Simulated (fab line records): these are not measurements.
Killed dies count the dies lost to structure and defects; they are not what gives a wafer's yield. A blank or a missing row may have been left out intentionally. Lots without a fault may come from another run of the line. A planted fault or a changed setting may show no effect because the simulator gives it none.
One fault through the eyes of 2 desks :: flow sky130 :: what lay behind the numbers comes last; until then each desk has only its own

AT THE TOOL OWNER'S DESK: cvdW-01
The tool's own readings at SKY_LI_CONTACT_CVD_21 (deposits W, target thk 400 nm, time 120.56 s): means of the sampled wafers that have a number, for each lot that ran on this tool. A lot is out of limits, marked OUT, if its mean lies more than 4 standard deviations from the usual mean; the brackets give that distance.
Columns: A = heaterPowerW at SKY_LI_CONTACT_CVD_21, usual 890 W; B = susceptorTempC at SKY_LI_CONTACT_CVD_21, usual 400.04 C
lot: L462
first seen here: day 30 10:14
A: 919
B: 400.08

lot: L468
first seen here: day 32 03:34
A: 917
B: 400.16

lot: L474
first seen here: day 34 08:23
A: 914
B: 400.07

lot: L476
first seen here: day 35 01:21
A: 872
B: 391.80 (-36) OUT

lot: L477
first seen here: day 35 04:31
A: 862
B: 391.74 (-36) OUT
This desk's finding: out of limits on L476, L477; first on L476, day 35 01:21 (susceptorTempC at SKY_LI_CONTACT_CVD_21). Within limits: L462, L468, L474.

AT THE METROLOGY DESK
Means of the sampled wafers that have a number, per lot and without regard to the tool the lot ran on: this is what the gauges read. A lot is out of limits, marked OUT, if its mean lies more than 4 standard deviations from the usual mean; the brackets give that distance.
Columns: A = SD_N_RS at SKY_SD_N_RS_MEAS_16, usual 68.61 ohm/sq; B = LI_CONTACT_W_RS at SKY_LI_CONTACT_RS_MEAS_22, usual 0.286 ohm/sq; C = LI_CONTACT_W_THK at SKY_LI_CONTACT_THK_MEAS_23, usual 392 nm; D = cdNm at SKY_LOCAL_INTERCONNECT_CD_MEAS_11, usual 170.5 nm
lot: L462
first seen here: day 29 05:35
A: 68.48
B: 0.279
C: 405
D: 170.7

lot: L463
first seen here: day 29 08:52
A: 68.60
B: 0.290
C: 390
D: 169.7

lot: L465
first seen here: day 30 07:38
A: 68.70
B: 0.291
C: 389
D: 168.8

lot: L468
first seen here: day 30 22:46
A: 68.82
B: 0.287
C: 389
D: 172.5

lot: L469
first seen here: day 31 13:28
A: 68.71
B: 0.287
C: 387
D: 169.4

lot: L470
first seen here: day 31 20:43
A: 68.53
B: 0.285
C: 397
D: 170.7

lot: L472
first seen here: day 32 11:11
A: 68.47
B: 0.283
C: 400
D: 171.1

lot: L473
first seen here: day 32 13:19
A: 68.61
B: 0.287
C: 393
D: 172.2

lot: L474
first seen here: day 33 04:07
A: 68.66
B: 0.286
C: 394
D: 170.6

lot: L476
first seen here: day 33 20:31
A: 68.55
B: 0.325 (+9.9) OUT
C: 341 (-8.6) OUT
D: 171.5

lot: L477
first seen here: day 34 00:14
A: 68.48
B: 0.338 (+13) OUT
C: 329 (-11) OUT
D: 169.4

lot: L482
first seen here: day 35 19:14
A: 68.71
B: 0.288
C: 388
D: 168.5
This desk's finding: out of limits on L476, L477; first on L476, day 35 01:29 (LI_CONTACT_W_RS at SKY_LI_CONTACT_RS_MEAS_22). Within limits: L462, L463, L465, L468, L469, L470, L472, L473, L474, L482.

TAKEN TOGETHER
At day 35 01:21, on L476, L477, the tool owner's desk was in a position to raise an alarm.
The metrology desk could have raised an alarm at day 35 01:29, on L476, L477.
On cvdW-01, each named lot ran SKY_LI_CONTACT_CVD_21.

WHAT THE SIMULATOR PUT IN
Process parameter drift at SKY_LI_CONTACT_CVD_21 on cvdW-01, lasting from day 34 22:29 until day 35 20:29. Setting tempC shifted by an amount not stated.
Struck lots among those shown: L476, L477.
Hours from the fault's start to each desk's first reading out of limits: the tool owner's desk, 3; the metrology desk, 3.
